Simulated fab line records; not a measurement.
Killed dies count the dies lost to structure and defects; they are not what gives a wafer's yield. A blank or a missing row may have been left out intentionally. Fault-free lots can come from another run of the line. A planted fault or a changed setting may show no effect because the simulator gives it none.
Code-filled problem report in 8D (eight disciplines) form ; flow sky130 ; the parts of the form that need people (team, actions taken, sign-off) are left out

== 1. PROBLEM STATEMENT ==
At SKY_VIA3_CD_MEAS_12, cd-nm averages 139.8 nm over 2 wafers from 2 lots, while fault-free wafers read 200.4 nm, standard deviation 1.4. That puts it -43 standard deviations away from the usual mean.
The step: target cd 200 nm.
Seen first at day 44 15:01 on cd-sem-01, wafer L640.6. At this step, 32 wafers from 11 lots have a number in the record. Rule for "out", or "out of limits": more than 4 standard deviations from the usual mean. All remaining wafers that have a number are taken as sound.

== 2. WHAT IT IS; WHAT IT IS NOT ==
question;is;is not
which readings at this step;cd-nm;-
which lots;L640, L644;L631, L632, L633, L634, L635, L647, L649, L650, L651
which wafers of those lots;L640.6, L644.6;L640.3, L644.1, L644.3
read on which gauges;cd-sem-01;cd-sem-02
when;from day 44 15:01;"up to then (16 sound wafers); but 14 sound wafers of L644, L647, L649, L650, L651 came after"

== 3. WHAT RULES OUT EACH SUSPECT ==
Counting: if a tool at a process step up to the reading ran every lot that is out, it stays a suspect. Sound lots after the first of them don't rule it out here, since some wafers of a struck lot are sound.
- ruled out: the gauge at SKY_VIA3_CD_MEAS_12. All the wafers that are out were read on cd-sem-01, but those of them that SKY_PAD_OPEN_PROBE_99 has rows for are out there too, on other tools.
- cmp-02 at SKY_LI_CONTACT_CMP_02 (polishes PSG): kept. Ran every lot that is out, first one L640 (day 33 12:44); last sound lot up to then L635 (day 31 05:01).
- rie-metal-01 at SKY_METAL2_METAL_ETCH_19 (etches the open film in Cl2/BCl3, stops on SiO2, target depth 360 nm, time 78 s): kept. Ran every lot that is out, first one L640 (day 40 10:05); last sound lot up to then L635 (day 38 12:06).
- krf-scanner-02 at SKY_VIA3_EXPOSE_09 (exposes mask VIM3, target cd 200 nm): kept. Ran every lot that is out, first one L640 (day 44 03:33); last sound lot up to then L634 (day 42 00:39).
The count leaves cmp-02 at SKY_LI_CONTACT_CMP_02, rie-metal-01 at SKY_METAL2_METAL_ETCH_19, and krf-scanner-02 at SKY_VIA3_EXPOSE_09.

== 4. THE CAUSE (what the simulator had put in) ==
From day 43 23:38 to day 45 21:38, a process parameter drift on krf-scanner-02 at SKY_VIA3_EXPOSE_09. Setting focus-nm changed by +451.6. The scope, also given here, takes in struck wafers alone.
Counting left 3 suspects, and this tool is among them.

== 5. THE CHAIN OF EFFECTS, in route order ==
One row per reading whose mean, taken over the struck wafers that have a number, lies over 3 standard deviations from the usual. Only readings for which the record gives a usual standard deviation are gone through. hours: the time from each lot's start at the first step in this table that gives one to its start at this step, as a median over the lots. sigmas: the change in usual standard deviations.
hours;step;reading;usual;on struck wafers;change;sigmas
0;SKY_VIA3_CD_MEAS_12;cd-nm;200.4 nm;139.8;-60.7;-43
132;SKY_PAD_OPEN_PROBE_99;defect-limited-yield;82.6 %;0.0;-82.6;-49
132;SKY_PAD_OPEN_PROBE_99;killed_at_M0_to_M3;43;446;+404;+58
132;SKY_PAD_OPEN_PROBE_99;killed-dies;86;492;+406;+50
132;SKY_PAD_OPEN_PROBE_99;killed-on-rim;16;96;+80;+22
132;SKY_PAD_OPEN_PROBE_99;sort_bin_5_function;10.2 %;92.0;+81.8;+63
132;SKY_PAD_OPEN_PROBE_99;sort-n-pass;406;0;-406;-50
132;SKY_PAD_OPEN_PROBE_99;sort-yield-pct;82.6 %;0.0;-82.6;-49
Its process steps:
- SKY_PAD_OPEN_PROBE_99

== 6. WHAT WOULD HAVE CAUGHT IT SOONER ==
15 hours passed between the start of the fault at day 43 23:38 and the first reading out of limits at a measuring or inspecting step in this record, taken at day 44 15:01.
L644, from the lots that are out (2), started SKY_VIA3_EXPOSE_09 on krf-scanner-02 later than day 44 15:01. Putting the tool on hold at that point would have spared it.
